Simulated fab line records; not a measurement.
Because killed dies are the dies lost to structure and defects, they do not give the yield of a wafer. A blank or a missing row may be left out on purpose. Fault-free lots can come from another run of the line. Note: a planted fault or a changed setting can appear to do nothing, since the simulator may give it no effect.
Which tool did it? / flow sky130 / 36 wafers from 12 lots sampled at 4 of the route's 708 steps

== WHAT THE GAUGES READ, wafer by wafer ==
SKY_FIELD_ISO_CD_MEAS_13 targets a cd of 150 nm. Usual: cd_nm reads 150.3 nm (standard deviation 1.4).
lot=L406; measured=day 2 07:17; on=cd_sem-01; cd_nm (nm)=150.6 149.4 150.7; flag=
lot=L407; measured=day 2 11:11; on=cd_sem-01; cd_nm (nm)=149.6 149.4 149.1; flag=
lot=L408; measured=day 2 16:01; on=cd_sem-01; cd_nm (nm)=151.0 152.0 151.8; flag=
lot=L412; measured=day 3 14:44; on=cd_sem-01; cd_nm (nm)=151.1 150.7 151.7; flag=
lot=L417; measured=day 4 13:07; on=cd_sem-01; cd_nm (nm)=150.0 150.9 152.0; flag=
lot=L419; measured=day 4 23:43; on=cd_sem-02; cd_nm (nm)=148.8 149.2 149.0; flag=
lot=L420; measured=day 5 05:17; on=cd_sem-02; cd_nm (nm)=149.3 150.7 150.7; flag=
lot=L421; measured=day 5 09:44; on=cd_sem-02; cd_nm (nm)=152.2 152.3 151.2; flag=
lot=L422; measured=day 5 16:13; on=cd_sem-01; cd_nm (nm)=149.4 149.8 150.6; flag=
lot=L424; measured=day 6 05:16; on=cd_sem-02; cd_nm (nm)=148.3 148.5 148.8; flag=
lot=L425; measured=day 6 09:20; on=cd_sem-01; cd_nm (nm)=148.6 148.3 148.1; flag=
lot=L429; measured=day 7 08:39; on=cd_sem-01; cd_nm (nm)=148.9 149.5 148.6; flag=

SKY_SONOS_TUNNEL_CD_MEAS_07 targets a cd of 410 nm. Usual: cd_nm reads 410.1 nm (standard deviation 1.8).
lot=L406; measured=day 11 09:59; on=cd_sem-01; cd_nm (nm)=410.9 410.7 411.7; flag=
lot=L407; measured=day 11 18:53; on=cd_sem-02; cd_nm (nm)=410.5 411.4 411.3; flag=
lot=L408; measured=day 11 23:52; on=cd_sem-02; cd_nm (nm)=409.0 410.3 407.8; flag=
lot=L412; measured=day 13 13:20; on=cd_sem-01; cd_nm (nm)=407.9 409.1 408.6; flag=
lot=L417; measured=day 14 23:22; on=cd_sem-02; cd_nm (nm)=410.3 411.0 409.9; flag=
lot=L419; measured=day 15 19:13; on=cd_sem-02; cd_nm (nm)=412.1 412.8 410.2; flag=
lot=L420; measured=day 15 21:10; on=cd_sem-02; cd_nm (nm)=411.9 410.2 411.3; flag=
lot=L421; measured=day 16 03:32; on=cd_sem-01; cd_nm (nm)=411.6 409.6 410.2; flag=
lot=L422; measured=day 16 17:34; on=cd_sem-01; cd_nm (nm)=408.7 409.7 408.8; flag=
lot=L424; measured=day 18 12:38; on=cd_sem-01; cd_nm (nm)=406.3 408.5 404.2; flag=
lot=L425; measured=day 18 11:56; on=cd_sem-01; cd_nm (nm)=411.1 410.7 409.2; flag=
lot=L429; measured=day 19 11:15; on=cd_sem-01; cd_nm (nm)=411.1 409.0 409.5; flag=

SKY_LDD_HVN_OVL_MEAS_07. Usual: for LDD_HVN_OVL the level is -1.3 nm and the standard deviation is 1.2.
lot=L406; measured=day 20 08:44; on=overlay-02; LDD_HVN_OVL (nm)=-2.5 -4.1 -3.5; flag=
lot=L407; measured=day 20 18:23; on=overlay-01; LDD_HVN_OVL (nm)=-1.6 -1.0 -0.4; flag=
lot=L408; measured=day 20 22:28; on=overlay-01; LDD_HVN_OVL (nm)=0.4 1.1 0.7; flag=
lot=L412; measured=day 22 17:36; on=overlay-02; LDD_HVN_OVL (nm)=-0.2 0.2 -0.1; flag=
lot=L417; measured=day 24 06:47; on=overlay-02; LDD_HVN_OVL (nm)=-0.1 -1.0 -0.7; flag=
lot=L419; measured=day 25 06:07; on=overlay-01; LDD_HVN_OVL (nm)=-0.1 -2.3 -1.0; flag=
lot=L420; measured=day 26 11:41; on=overlay-02; LDD_HVN_OVL (nm)=-0.8 -0.1 -0.8; flag=
lot=L421; measured=day 26 11:53; on=overlay-01; LDD_HVN_OVL (nm)=-2.6 -1.7 -1.8; flag=
lot=L422; measured=day 26 11:13; on=overlay-01; LDD_HVN_OVL (nm)=-1.7 -1.5 -1.6; flag=
lot=L424; measured=day 27 22:29; on=overlay-02; LDD_HVN_OVL (nm)=-0.2 -1.9 -1.3; flag=
lot=L425; measured=day 27 23:16; on=overlay-01; LDD_HVN_OVL (nm)=-3.3 -2.0 -2.2; flag=
lot=L429; measured=day 29 03:03; on=overlay-02; LDD_HVN_OVL (nm)=-1.1 -1.4 -0.3; flag=

== EACH LOT AND THE TOOL THAT RAN IT (in order: tool; ch and the chambers of the sampled wafers; start) ==
lot=L406; SKY_FIELD_ISO_WET_ETCH_28=wet_bench-01 ch 0, day 2 12:31
lot=L407; SKY_FIELD_ISO_WET_ETCH_28=wet_bench-01 ch 3, day 2 18:28
lot=L408; SKY_FIELD_ISO_WET_ETCH_28=wet_bench-04 ch 3, day 2 22:34
lot=L412; SKY_FIELD_ISO_WET_ETCH_28=wet_bench-03 ch 2, day 3 20:20
lot=L417; SKY_FIELD_ISO_WET_ETCH_28=wet_bench-01 ch 1, day 4 18:47
lot=L419; SKY_FIELD_ISO_WET_ETCH_28=wet_bench-03 ch 2, day 5 05:56
lot=L420; SKY_FIELD_ISO_WET_ETCH_28=wet_bench-04 ch 0, day 5 11:28
lot=L421; SKY_FIELD_ISO_WET_ETCH_28=wet_bench-01 ch 0, day 5 15:45
lot=L422; SKY_FIELD_ISO_WET_ETCH_28=wet_bench-04 ch 1, day 5 20:42
lot=L424; SKY_FIELD_ISO_WET_ETCH_28=wet_bench-03 ch 3, day 6 23:44
lot=L425; SKY_FIELD_ISO_WET_ETCH_28=wet_bench-03 ch 1, day 6 23:44
lot=L429; SKY_FIELD_ISO_WET_ETCH_28=wet_bench-03 ch 3, day 7 14:53
- SKY_FIELD_ISO_WET_ETCH_28: etches SiO2 in dHF, target depth 23.7 nm, time 47 s.

== AS READ BY THE TOOLS THEMSELVES (means over the sampled wafers that have a number; for cases with no such wafer, the mark the record gives instead) ==
SKY_FIELD_ISO_WET_ETCH_28. Usual: bath_heat_duty_pct 6.4 %, standard deviation 0.84; temp_c 24.97 C, standard deviation 0.093.
lot=L406; tool=wet_bench-01; bath_heat_duty_pct (%)=6.7; temp_c (C)=24.96; flag=
lot=L407; tool=wet_bench-01; bath_heat_duty_pct (%)=8.1; temp_c (C)=24.96; flag=
lot=L408; tool=wet_bench-04; bath_heat_duty_pct (%)=5.7; temp_c (C)=24.97; flag=
lot=L412; tool=wet_bench-03; bath_heat_duty_pct (%)=6.7; temp_c (C)=24.94; flag=
lot=L417; tool=wet_bench-01; bath_heat_duty_pct (%)=25.2; temp_c (C)=41.47; flag=OFF
lot=L419; tool=wet_bench-03; bath_heat_duty_pct (%)=6.6; temp_c (C)=24.96; flag=
lot=L420; tool=wet_bench-04; bath_heat_duty_pct (%)=6.3; temp_c (C)=24.97; flag=
lot=L421; tool=wet_bench-01; bath_heat_duty_pct (%)=7.0; temp_c (C)=24.86; flag=
lot=L422; tool=wet_bench-04; bath_heat_duty_pct (%)=6.0; temp_c (C)=24.96; flag=
lot=L424; tool=wet_bench-03; bath_heat_duty_pct (%)=5.6; temp_c (C)=24.81; flag=
lot=L425; tool=wet_bench-03; bath_heat_duty_pct (%)=6.2; temp_c (C)=25.02; flag=
lot=L429; tool=wet_bench-03; bath_heat_duty_pct (%)=5.9; temp_c (C)=24.91; flag=

== THE ANSWER, worked out from the rows above alone ==
Rule: lot off if the mean of its wafers having a number is beyond 3 standard deviations from the usual mean. A lot without any number at a reading at which 4 lots or more have one is off too. All remaining lots with rows at the step are treated as sound. First the gauges in route order, then the tools' own readings, where a lot's mean is used as printed above. The first step at which some lot is off is used, and at that step the reading that is off furthest; a lot without a number counts as furthest.
Off: L417 (SKY_FIELD_ISO_WET_ETCH_28, temp_c).
A tool fits if, at that step or a process step before it, it ran every lot that is off, and no sound lot after the first of them. No candidate that was tried fits.

== WHAT HAD BEEN PUT IN BY THE SIMULATOR ==
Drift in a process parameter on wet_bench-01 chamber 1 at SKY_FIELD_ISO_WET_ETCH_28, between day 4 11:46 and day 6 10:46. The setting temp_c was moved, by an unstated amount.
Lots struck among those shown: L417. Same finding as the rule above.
